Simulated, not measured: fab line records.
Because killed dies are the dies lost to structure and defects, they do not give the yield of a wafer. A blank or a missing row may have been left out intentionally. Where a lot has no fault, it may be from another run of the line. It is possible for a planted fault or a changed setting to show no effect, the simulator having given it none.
fab line records :: flow sfq-line
record
  lots=14
  wafers=42
  last-day=92
route steps=325 shown I5@232
lots that met no fault: taken from a fault-free run of the same line
start-h: hours from the record's opening day to when the first of the lot's shown wafers began :: wait-h: hours elapsed since this lot's preceding step :: " repeats the value in the row above :: L1.1+2: several wafers, shown together as one row :: - either no value or no given start :: * or withheld: withheld :: < > ~ a bound
route shown NAME@n: NAME is a module with steps in the file, n the number in the route of the first one :: usual: the fault-free wafers' mean and standard deviation :: same: alike in all rows :: chamber/n: place in a boat :: sites: each site's reading :: _std_site: standard deviation of those values :: _edge_site: the outer-site mean with the inner-site mean subtracted :: radius-mm: for every site, how far away it sits from the centre of the wafer :: mask NAME#n: copy n :: behind: the tool/chamber that last shaped the wafer :: hold: reason for holding the lot/hours on hold/outcome of the hold :: device: the transistor (n, p or np) that didn't switch :: end of line: the tests these same wafers got at the end of their route :: a step without rows: its recipe alone :: killed: not the wafer's yield, but the dies lost to structure and defects at the first sort :: map: a wafer's dies, marking killed ones x, the rest . and places with no die _
set.NAME: setting as actually run; set.NAME@STEP: the setting as run at that earlier step :: model.NAME: the simulator's own value behind a step, which no gauge read
the route's steps for a sample of lots (tables are steps, rows are wafers)
services: when a tool's chamber went out of use (start-h, in hours from the record's first day, below 0 if earlier), for how many hours, and the reason
## steps
# step SFQ_TRILAYER_I5_LITHO_EXPOSE_145
# recipe
  mask-id=I5
  na=0.6
  source-shape=conventional
  sigma-outer=0.65
  target-cd-nm=700
  dose-mj=21.3
# usual
  exposure-dose-mJ-cm2=21.299/0.022
  focus-offset-nm=-0.1/0.53
lot.wafer: L100.3
tool: krf-scanner-01
chamber: 0
start-h: 1599.24
wait-h: -
mask: I5#0
exposure-dose-mJ-cm2: 21.330
focus-offset-nm: -0.5

lot.wafer: L100.4
tool: krf-scanner-01
chamber: 0
start-h: 1599.24
wait-h: -
mask: I5#0
exposure-dose-mJ-cm2: 21.302
focus-offset-nm: -0.2

lot.wafer: L100.6
tool: krf-scanner-01
chamber: 0
start-h: 1599.24
wait-h: -
mask: I5#0
exposure-dose-mJ-cm2: 21.330
focus-offset-nm: -0.4

lot.wafer: L102.1
tool: krf-scanner-01
chamber: 0
start-h: 1604.84
wait-h: -
mask: I5#0
exposure-dose-mJ-cm2: 21.293
focus-offset-nm: 0.4

lot.wafer: L102.3
tool: krf-scanner-01
chamber: 0
start-h: 1604.84
wait-h: -
mask: I5#0
exposure-dose-mJ-cm2: 21.319
focus-offset-nm: -0.2

lot.wafer: L102.4
tool: krf-scanner-01
chamber: 0
start-h: 1604.84
wait-h: -
mask: I5#0
exposure-dose-mJ-cm2: 21.273
focus-offset-nm: 0.3

lot.wafer: L104.2
tool: krf-scanner-01
chamber: 0
start-h: 1609.84
wait-h: -
mask: I5#0
exposure-dose-mJ-cm2: 21.298
focus-offset-nm: 0.4

lot.wafer: L104.3
tool: krf-scanner-01
chamber: 0
start-h: 1609.84
wait-h: -
mask: I5#0
exposure-dose-mJ-cm2: 21.306
focus-offset-nm: 0.6

lot.wafer: L104.4
tool: krf-scanner-01
chamber: 0
start-h: 1609.84
wait-h: -
mask: I5#0
exposure-dose-mJ-cm2: 21.247
focus-offset-nm: -0.5

lot.wafer: L105.4
tool: krf-scanner-01
chamber: 0
start-h: 1611.44
wait-h: -
mask: I5#0
exposure-dose-mJ-cm2: 21.277
focus-offset-nm: 0.1

lot.wafer: L105.5
tool: krf-scanner-01
chamber: 0
start-h: 1611.44
wait-h: -
mask: I5#0
exposure-dose-mJ-cm2: 21.278
focus-offset-nm: 0.0

lot.wafer: L105.6
tool: krf-scanner-01
chamber: 0
start-h: 1611.44
wait-h: -
mask: I5#0
exposure-dose-mJ-cm2: 21.261
focus-offset-nm: 0.1

lot.wafer: L109.3
tool: krf-scanner-01
chamber: -
start-h: 1624.44
wait-h: -
mask: I5#0
exposure-dose-mJ-cm2: -
focus-offset-nm: -

lot.wafer: L109.4
tool: krf-scanner-01
chamber: -
start-h: 1624.44
wait-h: -
mask: I5#0
exposure-dose-mJ-cm2: -
focus-offset-nm: -

lot.wafer: L109.5
tool: krf-scanner-01
chamber: -
start-h: 1624.44
wait-h: -
mask: I5#0
exposure-dose-mJ-cm2: -
focus-offset-nm: -

lot.wafer: L110.2
tool: krf-scanner-01
chamber: -
start-h: 1627.84
wait-h: -
mask: I5#0
exposure-dose-mJ-cm2: -
focus-offset-nm: -

lot.wafer: L110.3
tool: krf-scanner-01
chamber: -
start-h: 1627.84
wait-h: -
mask: I5#0
exposure-dose-mJ-cm2: -
focus-offset-nm: -

lot.wafer: L110.5
tool: krf-scanner-01
chamber: -
start-h: 1627.84
wait-h: -
mask: I5#0
exposure-dose-mJ-cm2: -
focus-offset-nm: -

lot.wafer: L111.3
tool: krf-scanner-01
chamber: 0
start-h: 1644.84
wait-h: -
mask: I5#0
exposure-dose-mJ-cm2: 21.262
focus-offset-nm: 0.4

lot.wafer: L111.4
tool: krf-scanner-01
chamber: 0
start-h: 1644.84
wait-h: -
mask: I5#0
exposure-dose-mJ-cm2: 21.272
focus-offset-nm: 0.1

lot.wafer: L111.6
tool: krf-scanner-01
chamber: 0
start-h: 1644.84
wait-h: -
mask: I5#0
exposure-dose-mJ-cm2: 21.247
focus-offset-nm: 0.4

lot.wafer: L112.2
tool: krf-scanner-01
chamber: 0
start-h: 1648.24
wait-h: -
mask: I5#0
exposure-dose-mJ-cm2: 21.338
focus-offset-nm: 0.9

lot.wafer: L112.3
tool: krf-scanner-01
chamber: 0
start-h: 1648.24
wait-h: -
mask: I5#0
exposure-dose-mJ-cm2: 21.329
focus-offset-nm: 0.2

lot.wafer: L112.5
tool: krf-scanner-01
chamber: 0
start-h: 1648.24
wait-h: -
mask: I5#0
exposure-dose-mJ-cm2: 21.321
focus-offset-nm: 0.2

lot.wafer: L113.2
tool: krf-scanner-01
chamber: 0
start-h: 1651.84
wait-h: -
mask: I5#0
exposure-dose-mJ-cm2: 21.304
focus-offset-nm: 0.1

lot.wafer: L113.5
tool: krf-scanner-01
chamber: 0
start-h: 1651.84
wait-h: -
mask: I5#0
exposure-dose-mJ-cm2: 21.307
focus-offset-nm: 0.5

lot.wafer: L113.6
tool: krf-scanner-01
chamber: 0
start-h: 1651.84
wait-h: -
mask: I5#0
exposure-dose-mJ-cm2: 21.270
focus-offset-nm: 0.1

lot.wafer: L115.1
tool: krf-scanner-01
chamber: 0
start-h: 1664.84
wait-h: -
mask: I5#0
exposure-dose-mJ-cm2: 21.336
focus-offset-nm: 0.0

lot.wafer: L115.4
tool: krf-scanner-01
chamber: 0
start-h: 1664.84
wait-h: -
mask: I5#0
exposure-dose-mJ-cm2: 21.308
focus-offset-nm: -0.3

lot.wafer: L115.6
tool: krf-scanner-01
chamber: 0
start-h: 1664.84
wait-h: -
mask: I5#0
exposure-dose-mJ-cm2: 21.290
focus-offset-nm: 0.7

lot.wafer: L116.2
tool: krf-scanner-01
chamber: 0
start-h: 1667.44
wait-h: -
mask: I5#0
exposure-dose-mJ-cm2: 21.306
focus-offset-nm: -0.4

lot.wafer: L116.5
tool: krf-scanner-01
chamber: 0
start-h: 1667.44
wait-h: -
mask: I5#0
exposure-dose-mJ-cm2: 21.279
focus-offset-nm: -0.9

lot.wafer: L116.6
tool: krf-scanner-01
chamber: 0
start-h: 1667.44
wait-h: -
mask: I5#0
exposure-dose-mJ-cm2: 21.313
focus-offset-nm: 0.1

lot.wafer: L118.1
tool: krf-scanner-01
chamber: 0
start-h: 1673.24
wait-h: -
mask: I5#0
exposure-dose-mJ-cm2: 21.297
focus-offset-nm: -0.1

lot.wafer: L118.5
tool: krf-scanner-01
chamber: 0
start-h: 1673.24
wait-h: -
mask: I5#0
exposure-dose-mJ-cm2: 21.294
focus-offset-nm: 0.4

lot.wafer: L118.6
tool: krf-scanner-01
chamber: 0
start-h: 1673.24
wait-h: -
mask: I5#0
exposure-dose-mJ-cm2: 21.301
focus-offset-nm: -0.3

lot.wafer: L120.2
tool: krf-scanner-02
chamber: 0
start-h: 1685.86
wait-h: -
mask: I5#0
exposure-dose-mJ-cm2: 21.301
focus-offset-nm: 0.3

lot.wafer: L120.4
tool: krf-scanner-02
chamber: 0
start-h: 1685.86
wait-h: -
mask: I5#0
exposure-dose-mJ-cm2: 21.275
focus-offset-nm: -0.7

lot.wafer: L120.6
tool: krf-scanner-02
chamber: 0
start-h: 1685.86
wait-h: -
mask: I5#0
exposure-dose-mJ-cm2: 21.300
focus-offset-nm: -0.6

lot.wafer: L121.1
tool: krf-scanner-02
chamber: 0
start-h: 1689.26
wait-h: -
mask: I5#0
exposure-dose-mJ-cm2: 21.294
focus-offset-nm: 0.4

lot.wafer: L121.2
tool: krf-scanner-02
chamber: 0
start-h: 1689.26
wait-h: -
mask: I5#0
exposure-dose-mJ-cm2: 21.307
focus-offset-nm: -0.2

lot.wafer: L121.6
tool: krf-scanner-02
chamber: 0
start-h: 1689.26
wait-h: -
mask: I5#0
exposure-dose-mJ-cm2: 21.257
focus-offset-nm: 0.1
## services
tool: krf-scanner-02
chamber: -
start-h: 1595.45
hours: 0.8
kind: pm

tool: krf-scanner-01
chamber: -
start-h: 1595.85
hours: 1.8
kind: repair

tool: krf-scanner-02
chamber: -
start-h: 1618.98
hours: 4.4
kind: pm

tool: krf-scanner-02
chamber: -
start-h: 1629.36
hours: 1.3
kind: pm

tool: krf-scanner-02
chamber: -
start-h: 1641.46
hours: 1.0
kind: pm

tool: krf-scanner-01
chamber: -
start-h: 1674.97
hours: 18.3
kind: repair
## key
first-sign
  step=SFQ_TRILAYER_I5_LITHO_EXPOSE_145
  reading=tool-record
  direction=missing
effect none on later readings
met-at SFQ_TRILAYER_I5_LITHO_EXPOSE_145
struck-lots L109,L110
onset-between 1611.44 1624.44
fault
  kind=skipped-step-whole
  tool=krf-scanner-01
  chamber=-
  onset-h=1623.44
  steps=SFQ_TRILAYER_I5_LITHO_EXPOSE_145
  scope=struck-lots-only
